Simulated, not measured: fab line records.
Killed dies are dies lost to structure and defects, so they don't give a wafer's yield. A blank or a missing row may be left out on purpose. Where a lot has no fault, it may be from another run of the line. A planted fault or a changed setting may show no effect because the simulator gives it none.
fab line records + flow sky130
record
- lots=6
- wafers=18
- last_day=50
route steps=708 shown VT_ADJUST_PCH@144 SONOS_TUNNEL@154 PAD_OPEN@708
lots with no fault: from the same line, run without faults
start_h: the number of hours between the record's first day and the start of the first shown wafer of the lot + wait_h: hours elapsed since this lot's preceding step + " identical to the entry in the row above + L1.1+2: a single row standing in for several wafers + - no value, or no start was given + * or withheld: withheld + < > ~ a bound
route shown NAME@n: a module of which the file shows steps, and the number in the route of the first + usual: mean/standard deviation of fault-free wafers + same: alike in all rows + chamber/n: place in a boat + sites: the reading at each site + _std_site: the values' standard deviation + _edge_site: inner sites' mean taken away from outer sites' mean + radius_mm: how far each site lies from the wafer's centre + mask NAME#n: copy n + behind: the tool/chamber that last shaped the wafer + hold: the reason the lot was held/the length of the hold in hours/how it ended + device: names the non-switching transistor (n, p or np) + end of line: tests of these same wafers at the route's end + a step without rows: its recipe alone + killed: not the wafer's yield, but the dies lost to structure and defects at the first sort + map: a wafer's dies, x killed, . not, _ none there
set.NAME: the run value of the setting; set.NAME@STEP: its run value at that earlier step + model.NAME: the simulator's own value behind a step, which no gauge read
a table for each step, a row for each wafer; lots at some steps of the route
services: when a tool's chamber went out of use (start_h, in hours from the record's first day, below 0 if earlier), for how many hours, and the reason
## steps
# step SKY_VT_ADJUST_PCH_HMDS_01
# recipe
- prime_time_s=60
- prime_temp_c=120
# step SKY_VT_ADJUST_PCH_COAT_02
# recipe
- spin_rpm=2000
- resist_thk_nm=3000
# step SKY_VT_ADJUST_PCH_SOFTBAKE_03
# recipe
- temp_c=110
- time_s=withheld
# step SKY_VT_ADJUST_PCH_EXPOSE_04
# recipe
- mask_id=NWM
- na=0.6
- source_shape=conventional
- sigma_outer=0.6
- polarization=unpolarized
- target_cd_nm=840
- dose_mj=255
# step SKY_VT_ADJUST_PCH_PEB_05
# recipe
- temp_c=115
- time_s=withheld
# step SKY_VT_ADJUST_PCH_DEVELOP_06
# recipe
- wall_angle_deg=90
- developer=TMAH
- develop_time_s=60
- dev_temp_c=23
# step SKY_VT_ADJUST_PCH_OVL_MEAS_07
# usual
- VT_ADJUST_PCH_OVL=0.8/1.5
| lot.wafer | tool       | chamber | start_h | wait_h | VT_ADJUST_PCH_OVL[nm] |
|-----------|------------|---------|---------|--------|-----------------------|
| L754.2    | overlay-01 | -       | 280.77  | -      | 0.7                   |
| L754.3    | "          | -       | "       | "      | 2.8                   |
| L754.4    | "          | -       | "       | "      | 2.5                   |
| L755.1    | overlay-01 | -       | 289.12  | -      | 0.8                   |
| L755.4    | "          | -       | "       | "      | -0.1                  |
| L755.6    | "          | -       | "       | "      | -1.3                  |
| L756.1    | overlay-02 | -       | 293.82  | -      | 1.3                   |
| L756.3    | "          | -       | "       | "      | 2.1                   |
| L756.6    | "          | -       | "       | "      | 2.1                   |
| L757.2    | overlay-02 | -       | 311.48  | -      | 1.0                   |
| L757.4    | "          | -       | "       | "      | 1.8                   |
| L757.6    | "          | -       | "       | "      | 3.1                   |
| L767.1    | overlay-01 | -       | 383.99  | -      | 2.6                   |
| L767.2    | "          | -       | "       | "      | 1.0                   |
| L767.3    | "          | -       | "       | "      | 1.1                   |
| L768.2    | overlay-02 | -       | 386.12  | -      | 3.1                   |
| L768.4    | "          | -       | "       | "      | 2.0                   |
| L768.6    | "          | -       | "       | "      | -0.4                  |
# step SKY_VT_ADJUST_PCH_IMPLANT_08
# recipe
- species=B
- energy_kev=10
- dose_cm2=5e+11
- tilt_deg=withheld
# step SKY_VT_ADJUST_PCH_STRIP_09
# recipe
- chemistry=O2/N2
- power_w=1400
- pressure_mtorr=1500
- platen_temp_c=withheld
- o2_flow_sccm=3000
- n2_flow_sccm=300
- overash_fraction=0.5
# usual
- drypump_motor_current_A=6.2/0.32
- oes_product_au=0.723/0.0051
- strip_time_to_endpoint_s=36.93/0.13
| lot.wafer | tool            | chamber | start_h | wait_h | drypump_motor_current_A | oes_product_au | rf_hours_counter_h | strip_time_to_endpoint_s |
|-----------|-----------------|---------|---------|--------|-------------------------|----------------|--------------------|--------------------------|
| L754.2    | plasma_asher-03 | 0       | 280.95  | 0.1    | 5.9                     | 0.727          | 55                 | 36.92                    |
| L754.3    | "               | 0       | "       | "      | 5.9                     | 0.719          | -                  | 36.77                    |
| L754.4    | "               | 1       | "       | "      | 6.4                     | 0.725          | -                  | 36.89                    |
| L755.1    | plasma_asher-03 | 1       | 289.31  | 0.1    | 6.4                     | 0.717          | 55                 | 36.99                    |
| L755.4    | "               | 1       | "       | "      | 6.4                     | 0.725          | -                  | 37.02                    |
| L755.6    | "               | 0       | "       | "      | 5.9                     | 0.726          | -                  | 36.98                    |
| L756.1    | plasma_asher-02 | 0       | 294.01  | 0.1    | 6.6                     | 0.725          | 63                 | 36.79                    |
| L756.3    | "               | 1       | "       | "      | 6.5                     | 0.724          | -                  | 36.86                    |
| L756.6    | "               | 1       | "       | "      | 6.4                     | 0.728          | -                  | 36.75                    |
| L757.2    | plasma_asher-02 | 1       | 311.66  | 0.1    | 6.4                     | 0.716          | 65                 | 37.02                    |
| L757.4    | "               | 1       | "       | "      | 6.4                     | 0.719          | -                  | 36.99                    |
| L757.6    | "               | 0       | "       | "      | 6.6                     | 0.716          | -                  | 37.00                    |
| L767.1    | plasma_asher-03 | 1       | 384.17  | 0.1    | 6.4                     | 0.729          | 64                 | 37.11                    |
| L767.2    | "               | 0       | "       | "      | 5.9                     | 0.723          | 64                 | 37.03                    |
| L767.3    | "               | 1       | "       | "      | 6.4                     | 0.731          | -                  | 37.08                    |
| L768.2    | plasma_asher-02 | 1       | 386.30  | 0.1    | 6.5                     | 0.718          | 71                 | 36.88                    |
| L768.4    | "               | 1       | "       | "      | 6.5                     | 0.724          | -                  | 36.84                    |
| L768.6    | "               | 1       | "       | "      | 6.4                     | 0.725          | -                  | 36.95                    |
# step SKY_VT_ADJUST_PCH_TW_MEAS_10
# usual
- VT_ADJUST_PCH_TW=142.5/0.62
| lot.wafer | tool          | chamber | start_h | wait_h | VT_ADJUST_PCH_TW |
|-----------|---------------|---------|---------|--------|------------------|
| L754.2    | film_metro-01 | -       | 281.06  | 0.1    | 142.1            |
| L754.3    | "             | -       | "       | "      | 142.0            |
| L754.4    | "             | -       | "       | "      | 141.3            |
| L755.1    | film_metro-02 | -       | 289.41  | 0.1    | 142.4            |
| L755.4    | "             | -       | "       | "      | 142.5            |
| L755.6    | "             | -       | "       | "      | 143.4            |
| L756.1    | film_metro-02 | -       | 294.11  | 0.1    | 141.9            |
| L756.3    | "             | -       | "       | "      | 143.2            |
| L756.6    | "             | -       | "       | "      | 142.1            |
| L757.2    | film_metro-01 | -       | 311.77  | 0.1    | 142.7            |
| L757.4    | "             | -       | "       | "      | 143.2            |
| L757.6    | "             | -       | "       | "      | 142.9            |
| L767.1    | film_metro-03 | -       | 384.27  | 0.1    | 143.0            |
| L767.2    | "             | -       | "       | "      | 142.0            |
| L767.3    | "             | -       | "       | "      | 142.3            |
| L768.2    | film_metro-03 | -       | 386.41  | 0.1    | 141.7            |
| L768.4    | "             | -       | "       | "      | 142.3            |
| L768.6    | "             | -       | "       | "      | 141.9            |
# step SKY_SONOS_TUNNEL_DEHYDRATE_00
# recipe
- temp_c=200
- time_s=60
# step SKY_SONOS_TUNNEL_HMDS_01
# recipe
- prime_time_s=60
- prime_temp_c=120
# step SKY_SONOS_TUNNEL_COAT_02
# recipe
- resist=NOVOLAK
- spin_rpm=3000
- resist_thk_nm=1140
# usual
- chill_plate_temp_C=23.03/0.11
- dispense_pressure_kPa=50.2/2.9
| lot.wafer | tool           | chamber | start_h | wait_h | chill_plate_temp_C | dispense_pressure_kPa |
|-----------|----------------|---------|---------|--------|--------------------|-----------------------|
| L754.2    | litho_track-02 | 0       | 293.43  | 0.1    | 23.01              | 46.4                  |
| L754.3    | "              | 0       | "       | "      | 23.14              | 46.4                  |
| L754.4    | "              | 0       | "       | "      | 23.00              | 46.4                  |
| L755.1    | litho_track-03 | 0       | 302.02  | 0.1    | 22.95              | 52.9                  |
| L755.4    | "              | 0       | "       | "      | 22.92              | 52.8                  |
| L755.6    | "              | 0       | "       | "      | 23.13              | 52.8                  |
| L756.1    | litho_track-02 | -       | 305.86  | 0.1    | -                  | -                     |
| L756.3    | "              | -       | "       | "      | -                  | -                     |
| L756.6    | "              | -       | "       | "      | -                  | -                     |
| L757.2    | litho_track-01 | -       | 324.29  | 0.1    | -                  | -                     |
| L757.4    | "              | -       | "       | "      | -                  | -                     |
| L757.6    | "              | -       | "       | "      | -                  | -                     |
| L767.1    | litho_track-01 | 0       | 398.46  | 0.1    | 23.03              | 51.9                  |
| L767.2    | "              | 0       | "       | "      | 23.13              | 51.9                  |
| L767.3    | "              | 0       | "       | "      | 22.96              | 51.8                  |
| L768.2    | litho_track-01 | 0       | 400.39  | 0.1    | 23.12              | 51.9                  |
| L768.4    | "              | 0       | "       | "      | 23.21              | 51.8                  |
| L768.6    | "              | 0       | "       | "      | 23.15              | 51.8                  |
# step SKY_SONOS_TUNNEL_SOFTBAKE_03
# recipe
- temp_c=90
- time_s=60
- resist=NOVOLAK
# step SKY_SONOS_TUNNEL_EXPOSE_04
# recipe
- mask_id=TUNM
- na=0.6
- source_shape=conventional
- sigma_outer=0.6
- polarization=unpolarized
- target_cd_nm=410
- dose_mj=136
# step SKY_SONOS_TUNNEL_PEB_05
# recipe
- temp_c=withheld
- time_s=*
- resist=NOVOLAK
# step SKY_SONOS_TUNNEL_DEVELOP_06
# recipe
- resist=NOVOLAK
- developer=TMAH
- develop_time_s=60
- dev_temp_c=23
# step SKY_SONOS_TUNNEL_CD_MEAS_07
# recipe
- target_cd_nm=410
# usual
- cd_nm=409.5/2.4
| lot.wafer | tool      | chamber | start_h | wait_h | cd_nm |
|-----------|-----------|---------|---------|--------|-------|
| L754.2    | cd_sem-02 | -       | 305.04  | 0.1    | 408.7 |
| L754.3    | "         | -       | "       | "      | 407.9 |
| L754.4    | "         | -       | "       | "      | 408.1 |
| L755.1    | cd_sem-01 | -       | 314.76  | 0.1    | 409.2 |
| L755.4    | "         | -       | "       | "      | 409.8 |
| L755.6    | "         | -       | "       | "      | 409.5 |
| L756.1    | cd_sem-01 | -       | 319.36  | 0.1    | -     |
| L756.3    | "         | -       | "       | "      | -     |
| L756.6    | "         | -       | "       | "      | -     |
| L757.2    | cd_sem-02 | -       | 337.93  | 0.1    | -     |
| L757.4    | "         | -       | "       | "      | -     |
| L757.6    | "         | -       | "       | "      | -     |
| L767.1    | cd_sem-02 | -       | 413.12  | 0.1    | 410.8 |
| L767.2    | "         | -       | "       | "      | 409.5 |
| L767.3    | "         | -       | "       | "      | 408.3 |
| L768.2    | cd_sem-02 | -       | 415.48  | 0.1    | 412.2 |
| L768.4    | "         | -       | "       | "      | 412.9 |
| L768.6    | "         | -       | "       | "      | 413.8 |
# step SKY_SONOS_TUNNEL_OVL_MEAS_08
# usual
- SONOS_TUNNEL_OVL=-0.1/1.4
| lot.wafer | tool       | chamber | start_h | wait_h | SONOS_TUNNEL_OVL[nm] |
|-----------|------------|---------|---------|--------|----------------------|
| L754.2    | overlay-02 | -       | 305.15  | 0.1    | 1.4                  |
| L754.3    | "          | -       | "       | "      | -0.4                 |
| L754.4    | "          | -       | "       | "      | -0.4                 |
| L755.1    | overlay-01 | -       | 314.88  | 0.1    | -0.3                 |
| L755.4    | "          | -       | "       | "      | 3.1                  |
| L755.6    | "          | -       | "       | "      | 1.0                  |
| L756.1    | overlay-02 | -       | 319.48  | 0.1    | -                    |
| L756.3    | "          | -       | "       | "      | -                    |
| L756.6    | "          | -       | "       | "      | -                    |
| L757.2    | overlay-01 | -       | 338.03  | 0.1    | -                    |
| L757.4    | "          | -       | "       | "      | -                    |
| L757.6    | "          | -       | "       | "      | -                    |
| L767.1    | overlay-01 | -       | 413.24  | 0.1    | 1.0                  |
| L767.2    | "          | -       | "       | "      | -0.5                 |
| L767.3    | "          | -       | "       | "      | 0.2                  |
| L768.2    | overlay-02 | -       | 415.58  | 0.1    | 0.1                  |
| L768.4    | "          | -       | "       | "      | -1.1                 |
| L768.6    | "          | -       | "       | "      | -0.5                 |
# step SKY_PAD_OPEN_PROBE_99
# usual
- killed_at_M0_to_M3=42/6.9
- killed_at_M4_up=3.2/1.7
- killed_at_contacts=23/5.5
- killed_at_front_end=16/4
- killed_at_other=0.4/0.55
- killed_dies=85/9.2
- killed_on_rim=16/3.5
- killed_open=46/6.8
- killed_short=38/6.2
# same
- gross_dies=492
- killed_at_back_side=0
| lot.wafer | tool      | chamber | start_h | wait_h | killed_at_M0_to_M3 | killed_at_M4_up | killed_at_contacts | killed_at_front_end | killed_at_other | killed_dies | killed_on_rim | killed_open | killed_short |
|-----------|-----------|---------|---------|--------|--------------------|-----------------|--------------------|---------------------|-----------------|-------------|---------------|-------------|--------------|
| L755.1    | prober-01 | -       | 1129.17 | 0.1    | 45                 | 2               | 25                 | 9                   | 0               | 81          | 14            | 48          | 33           |
| L755.4    | prober-01 | -       | 1129.32 | 0.2    | 36                 | 6               | 24                 | 20                  | 0               | 86          | 16            | 55          | 31           |
| L755.6    | prober-01 | -       | 1129.42 | 0.2    | 46                 | 4               | 20                 | 10                  | 0               | 80          | 13            | 42          | 38           |
| L756.1    | prober-02 | -       | 1129.20 | 0.1    | 49                 | 1               | 27                 | 414                 | 1               | 492         | 96            | 39          | 51           |
| L756.3    | prober-02 | -       | 1129.30 | 0.2    | 51                 | 4               | 16                 | 420                 | 1               | 492         | 96            | 46          | 45           |
| L756.6    | prober-02 | -       | 1129.45 | 0.2    | 55                 | 3               | 23                 | 411                 | 0               | 492         | 96            | 59          | 34           |
| L757.2    | prober-01 | -       | 1142.78 | 0.1    | 36                 | 0               | 25                 | 431                 | 0               | 492         | 96            | 40          | 34           |
| L757.4    | prober-01 | -       | 1142.88 | 0.2    | 30                 | 3               | 22                 | 436                 | 1               | 492         | 96            | 39          | 31           |
| L757.6    | prober-01 | -       | 1142.98 | 0.2    | 42                 | 2               | 17                 | 430                 | 1               | 492         | 96            | 45          | 29           |
| L767.1    | prober-02 | -       | 1188.63 | 0.1    | 39                 | 0               | 25                 | 22                  | 0               | 86          | 23            | 43          | 39           |
| L767.2    | prober-02 | -       | 1188.68 | 0.1    | 39                 | 3               | 33                 | 12                  | 0               | 87          | 16            | 50          | 36           |
| L767.3    | prober-02 | -       | 1188.73 | 0.2    | 40                 | 3               | 21                 | 15                  | 1               | 80          | 11            | 36          | 42           |
| L768.2    | prober-01 | -       | 1190.18 | 0.1    | 39                 | 3               | 20                 | 14                  | 0               | 76          | 10            | 50          | 26           |
| L768.4    | prober-01 | -       | 1190.28 | 0.2    | 34                 | 5               | 21                 | 12                  | 1               | 73          | 16            | 39          | 34           |
| L768.6    | prober-01 | -       | 1190.38 | 0.2    | 41                 | 4               | 24                 | 26                  | 0               | 95          | 20            | 54          | 41           |
# killed by level:class
L755.1 LI_CONTACT:geometric_particle:open=9 VIA1:geometric_particle:open=9 VIA2:geometric_particle:open=9 CONTACT:geometric_particle:open=8 METAL2:geometric_particle:short=7 VIA3:geometric_particle:open=5 METAL1:geometric_particle:short=4 FIELD_ISO:geometric_particle:open=3
L756.1 SONOS_TUNNEL:area_expose=402 METAL1:geometric_particle:short=10 VIA1:geometric_particle:open=9 FIELD_ISO:geometric_particle:short=7 VIA3:geometric_particle:open=7 LI_CONTACT:geometric_particle:open=6 CONTACT:geometric_particle:open=6 LI_CONTACT:geometric_particle:short=5
L756.3 SONOS_TUNNEL:area_expose=401 VIA1:geometric_particle:open=9 LI_CONTACT:geometric_particle:open=8 VIA3:geometric_particle:open=8 VIA1:geometric_particle:short=7 FIELD_ISO:geometric_particle:short=6 METAL1:geometric_particle:short=6 VIA2:geometric_particle:open=6
L755.4 VIA2:geometric_particle:open=10 CONTACT:geometric_particle:open=10 VIA1:geometric_particle:open=9 POLY_GATE:geometric_particle:open=6 FIELD_ISO:geometric_particle:open=5 VIA3:geometric_particle:open=5 METAL4:geometric_particle:short=5 LI_CONTACT:geometric_particle:open=4
L755.6 VIA2:geometric_particle:open=11 CONTACT:geometric_particle:open=10 METAL2:geometric_particle:short=7 VIA2:geometric_particle:short=6 VIA3:geometric_particle:open=6 POLY_GATE:geometric_particle:short=5 VIA1:geometric_particle:open=5 VIA3:geometric_particle:short=5
L756.6 SONOS_TUNNEL:area_expose=399 VIA1:geometric_particle:open=13 CONTACT:geometric_particle:open=11 VIA2:geometric_particle:open=9 VIA3:geometric_particle:open=8 LI_CONTACT:geometric_particle:open=6 FIELD_ISO:geometric_particle:short=4 METAL1:geometric_particle:short=4
L757.2 SONOS_TUNNEL:area_expose=418 VIA1:geometric_particle:open=9 CONTACT:geometric_particle:short=7 CONTACT:geometric_particle:open=7 VIA3:geometric_particle:open=7 FIELD_ISO:geometric_particle:short=5 LI_CONTACT:geometric_particle:short=5 LI_CONTACT:geometric_particle:open=4
L757.4 SONOS_TUNNEL:area_expose=422 CONTACT:geometric_particle:open=10 VIA1:geometric_particle:open=7 VIA3:geometric_particle:open=6 LI_CONTACT:geometric_particle:short=5 VIA2:geometric_particle:open=5 LOCAL_INTERCONNECT:geometric_particle:short=4 METAL1:geometric_particle:short=4
L757.6 SONOS_TUNNEL:area_expose=418 VIA1:geometric_particle:open=12 VIA3:geometric_particle:open=11 CONTACT:geometric_particle:open=7 FIELD_ISO:geometric_particle:open=5 LI_CONTACT:geometric_particle:short=5 METAL2:geometric_particle:short=5 LI_CONTACT:geometric_particle:open=3
L767.1 CONTACT:geometric_particle:open=7 LI_CONTACT:geometric_particle:open=7 VIA1:geometric_particle:open=7 VIA3:geometric_particle:short=6 LI_CONTACT:geometric_particle:short=4 METAL2:geometric_particle:short=4 VIA1:geometric_particle:short=4 VIA2:geometric_particle:open=4
L767.2 CONTACT:geometric_particle:open=13 LI_CONTACT:geometric_particle:open=7 VIA3:geometric_particle:open=6 LOCAL_INTERCONNECT:geometric_particle:short=6 VIA1:geometric_particle:short=6 VIA1:geometric_particle:open=6 VIA2:geometric_particle:open=6 CONTACT:geometric_particle:short=5
L767.3 METAL1:geometric_particle:short=9 VIA1:geometric_particle:open=7 VIA3:geometric_particle:open=7 CONTACT:geometric_particle:open=6 METAL2:geometric_particle:short=6 LI_CONTACT:geometric_particle:open=5 CONTACT:geometric_particle:short=5 FIELD_ISO:geometric_particle:short=4
L768.2 CONTACT:geometric_particle:open=10 VIA3:geometric_particle:open=10 LI_CONTACT:geometric_particle:open=7 VIA2:geometric_particle:open=7 VIA1:geometric_particle:open=6 METAL1:geometric_particle:short=5 SPACER:geometric_particle:open=4 METAL2:geometric_particle:short=4
L768.4 CONTACT:geometric_particle:open=12 VIA3:geometric_particle:open=7 VIA2:geometric_particle:open=6 METAL2:geometric_particle:short=6 FIELD_ISO:geometric_particle:short=5 VIA2:geometric_particle:short=5 VIA1:geometric_particle:short=4 POLY_GATE:geometric_particle:open=3
L768.6 VIA1:geometric_particle:open=12 CONTACT:geometric_particle:open=9 LI_CONTACT:geometric_particle:open=8 FIELD_ISO:geometric_particle:open=7 POLY_GATE:geometric_particle:open=7 METAL2:geometric_particle:short=7 FIELD_ISO:geometric_particle:short=5 METAL3:geometric_particle:short=4
# map L756.1 (x killed, . not)
__________xxxxxxxxxx_________
________xxxxxxxxxxxxxx_______
______xxxxxxxxxxxxxxxxxx_____
_____xxxxxxxxxxxxxxxxxxxx____
____xxxxxxxxxxxxxxxxxxxxxx___
___xxxxxxxxxxxxxxxxxxxxxxxx__
__xxxxxxxxxxxxxxxxxxxxxxxxxx_
_xxxxxxxxxxxxxxxxxxxxxxxxxxxx
_xxxxxxxxxxxxxxxxxxxxxxxxxxxx
_xxxxxxxxxxxxxxxxxxxxxxxxxxxx
_xxxxxxxxxxxxxxxxxxxxxxxxxxxx
_xxxxxxxxxxxxxxxxxxxxxxxxxxxx
_xxxxxxxxxxxxxxxxxxxxxxxxxxxx
_xxxxxxxxxxxxxxxxxxxxxxxxxxxx
_xxxxxxxxxxxxxxxxxxxxxxxxxxxx
__xxxxxxxxxxxxxxxxxxxxxxxxxx_
___xxxxxxxxxxxxxxxxxxxxxxxx__
____xxxxxxxxxxxxxxxxxxxxxx___
_____xxxxxxxxxxxxxxxxxxxx____
______xxxxxxxxxxxxxxxxxx_____
________xxxxxxxxxxxxxx_______
__________xxxxxxxxxx_________
# map L757.2 (x killed, . not)
__________xxxxxxxxxx_________
________xxxxxxxxxxxxxx_______
______xxxxxxxxxxxxxxxxxx_____
_____xxxxxxxxxxxxxxxxxxxx____
____xxxxxxxxxxxxxxxxxxxxxx___
___xxxxxxxxxxxxxxxxxxxxxxxx__
__xxxxxxxxxxxxxxxxxxxxxxxxxx_
_xxxxxxxxxxxxxxxxxxxxxxxxxxxx
_xxxxxxxxxxxxxxxxxxxxxxxxxxxx
_xxxxxxxxxxxxxxxxxxxxxxxxxxxx
_xxxxxxxxxxxxxxxxxxxxxxxxxxxx
_xxxxxxxxxxxxxxxxxxxxxxxxxxxx
_xxxxxxxxxxxxxxxxxxxxxxxxxxxx
_xxxxxxxxxxxxxxxxxxxxxxxxxxxx
_xxxxxxxxxxxxxxxxxxxxxxxxxxxx
__xxxxxxxxxxxxxxxxxxxxxxxxxx_
___xxxxxxxxxxxxxxxxxxxxxxxx__
____xxxxxxxxxxxxxxxxxxxxxx___
_____xxxxxxxxxxxxxxxxxxxx____
______xxxxxxxxxxxxxxxxxx_____
________xxxxxxxxxxxxxx_______
__________xxxxxxxxxx_________
## services
| tool            | chamber | start_h | hours | kind   |
|-----------------|---------|---------|-------|--------|
| plasma_asher-03 | -       | 264.96  | 1.8   | repair |
| plasma_asher-03 | -       | 283.11  | 3.4   | repair |
| plasma_asher-03 | -       | 324.09  | 1.9   | repair |
| plasma_asher-02 | -       | 335.44  | 14.6  | pm     |
## key
first_sign
- step=SKY_SONOS_TUNNEL_COAT_02
- reading=tool_record
- direction=missing
effect
- step=SKY_SONOS_TUNNEL_CD_MEAS_07
- reading=cd_nm
- direction=missing
effect
- step=SKY_SONOS_TUNNEL_OVL_MEAS_08
- reading=SONOS_TUNNEL_OVL
- direction=missing
effect
- step=SKY_PAD_OPEN_PROBE_99
- reading=killed_at_front_end
- direction=up
- sigmas=99+
- usual=16
- struck=424
more_kills_born_at
- SKY_SONOS_TUNNEL_EXPOSE_04@iline_stepper-01=2460
met_at SKY_SONOS_TUNNEL_COAT_02
struck_wafers L756.1,L756.3,L756.6,L757.2,L757.4,L757.6
later_rows_left_out L756.1,L756.3,L756.6,L757.2,L757.4,L757.6
tester_left_out L756,L757
onset_between 293.43 305.86
fault
- kind=skipped_step_whole
- tool=litho_track-01,litho_track-02
- chamber=-
- onset_h=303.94
- steps=SKY_SONOS_TUNNEL_COAT_02
- scope=struck_lots_only
# tester_left_out: of these lots the tester's yield and bins aren't shown, on N5 and GAA mostly nor the transistor test; their killed dies are dies lost to structure and defects alone, not to doping, threshold or leakage, so they don't give the yield
# later_rows_left_out: the simulator's readings of these wafers behind a module that went badly wrong aren't trusted and aren't shown, but for the sort
